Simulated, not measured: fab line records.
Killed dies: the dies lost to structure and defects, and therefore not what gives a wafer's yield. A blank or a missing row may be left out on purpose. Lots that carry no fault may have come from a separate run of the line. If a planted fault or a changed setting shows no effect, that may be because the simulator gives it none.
The tool behind it: which one? | flow sky130 | 13 lots, 39 wafers sampled, at 3 steps of a route of 708

== WHAT EACH GAUGE READ, for each wafer ==
SKY_SONOS_ONO_CD_MEAS_13: target cd 410 nm. Usual: cd nm 410.5 nm, standard deviation 2.5.
lot  | measured     | on        | cd nm (nm)        | flag
L994 | day 12 12:26 | cd sem-01 | 410.0 409.2 408.9 |
L995 | day 12 22:06 | cd sem-02 | 411.3 411.0 411.8 |
L996 | day 13 15:42 | cd sem-01 | 407.2 406.2 410.9 |
L997 | day 14 03:04 | cd sem-01 | 412.4 413.1 413.8 |
L998 | day 14 11:25 | cd sem-01 | 405.9 407.5 407.9 |
L999 | day 14 10:52 | cd sem-02 | 404.8 407.0 405.5 |
L100 | day 14 18:02 | cd sem-02 | 410.3 410.4 409.2 |
L101 | day 15 09:44 | cd sem-02 | 408.8 411.3 410.5 |
L102 | day 15 11:46 | cd sem-01 | 409.3 408.8 409.3 |
L110 | day 18 03:56 | cd sem-01 | 410.3 410.4 411.5 |
L113 | day 19 04:26 | cd sem-01 | 411.5 410.8 413.1 |
L115 | day 19 17:55 | cd sem-02 | 410.1 411.2 413.3 |
L117 | day 20 16:49 | cd sem-01 | 411.5 409.9 411.7 |

SKY_GATE_OXIDE_OVL_MEAS_10. Usual: for GATE_OXIDE_OVL the level is 0.4 nm and the standard deviation is 1.6.
lot  | measured     | on         | GATE_OXIDE_OVL (nm) | flag
L994 | day 13 15:50 | overlay-02 | 1.8 3.4 1.6         |
L995 | day 14 02:11 | overlay-01 | 3.1 3.2 2.2         |
L996 | day 14 19:59 | overlay-02 | 2.0 3.6 0.8         |
L997 | day 15 09:49 | overlay-01 | 0.8 -0.5 1.2        |
L998 | day 15 16:52 | overlay-02 | 0.8 -0.3 0.6        |
L999 | day 15 16:27 | overlay-02 | 0.0 -2.3 -2.2       |
L100 | day 16 02:26 | overlay-02 | 1.3 2.2 3.0         |
L101 | day 16 15:25 | overlay-01 | -1.9 0.6 -0.4       |
L102 | day 16 17:29 | overlay-01 | 2.1 0.8 0.8         |
L110 | day 19 12:49 | overlay-02 | -3.8 -2.6 -2.5      |
L113 | day 20 13:47 | overlay-01 | 2.5 0.4 1.3         |
L115 | day 21 02:44 | overlay-01 | 0.1 0.7 -1.0        |
L117 | day 22 01:41 | overlay-02 | -1.7 3.2 2.3        |

== EACH LOT AND THE TOOL THAT RAN IT (in order: tool; ch and the chambers of the sampled wafers; start) ==
lot  | SKY_FIELD_ISO_WET_ETCH_28
L994 | wet bench-01 ch 3, day 2 09:17
L995 | wet bench-03 ch 2, day 2 15:20
L996 | wet bench-01 ch 2, day 2 23:12
L997 | wet bench-04 ch 0, day 3 04:46
L998 | wet bench-04 ch 2, day 3 11:53
L999 | wet bench-01 ch 0, day 3 13:26
L100 | wet bench-03 ch 1, day 3 19:07
L101 | wet bench-01 ch 3, day 3 22:57
L102 | wet bench-03 ch 0, day 4 03:40
L110 | wet bench-04 ch 2, day 5 19:50
L113 | wet bench-03 ch 2, day 6 14:13
L115 | wet bench-01 ch 0, day 6 22:47
L117 | wet bench-03 ch 1, day 7 11:16
- SKY_FIELD_ISO_WET_ETCH_28: etches SiO2 in dHF, target depth 23.7 nm, time 47 s.

== WHAT THE TOOLS THEMSELVES READ (means of the sampled wafers that have a number; where no wafer has one, the mark that the record gives instead) ==
SKY_FIELD_ISO_WET_ETCH_28. Usual: run length s 76 s, standard deviation 3.3.
lot  | tool         | run length s (s) | flag
L994 | wet bench-01 | 74               |
L995 | wet bench-03 | 75               |
L996 | wet bench-01 | 81               |
L997 | wet bench-04 | 79               |
L998 | wet bench-04 | 74               |
L999 | wet bench-01 | 80               |
L100 | wet bench-03 | 74               |
L101 | wet bench-01 | 74               |
L102 | wet bench-03 | 80               |
L110 | wet bench-04 | 93               | OFF
L113 | wet bench-03 | 74               |
L115 | wet bench-01 | 71               |
L117 | wet bench-03 | 80               |

== THE ANSWER, worked out from the rows above alone ==
Rule: a lot counts as off when the mean over its wafers that have a number is more than 3 standard deviations away from the usual mean. A lot without any number at a reading at which 4 lots or more have one is off too. The other lots that the step has rows for count as sound. The gauges are gone through in route order, then the tools' own readings, and for those a lot's mean is taken as printed above. At the first step where some lot is off, the reading lying furthest off is the one used; lots without a number count as furthest.
Off at SKY_FIELD_ISO_WET_ETCH_28 (run length s): L110.
A tool fits if, at that step or a process step before it, it ran every lot that is off, and no sound lot after the first of them. One fits: SKY_FIELD_ISO_WET_ETCH_28 on wet bench-04. A fault onset in the window from L998 (day 3 11:53, its last sound lot) to L110 (day 5 19:50, its first lot off) fits.
The tool's own readings at SKY_FIELD_ISO_WET_ETCH_28 bear it out: on the lots that are off they differ by more than 5 times the standard deviation of the sound lots' means. run length s reads 93 s there against 76 s on the sound lots.

== WHAT HAD BEEN PUT IN BY THE SIMULATOR ==
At SKY_FIELD_ISO_WET_ETCH_28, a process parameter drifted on wet bench-04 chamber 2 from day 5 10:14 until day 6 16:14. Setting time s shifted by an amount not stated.
Shown lots that were struck: L110. The rule given above showed the same thing.
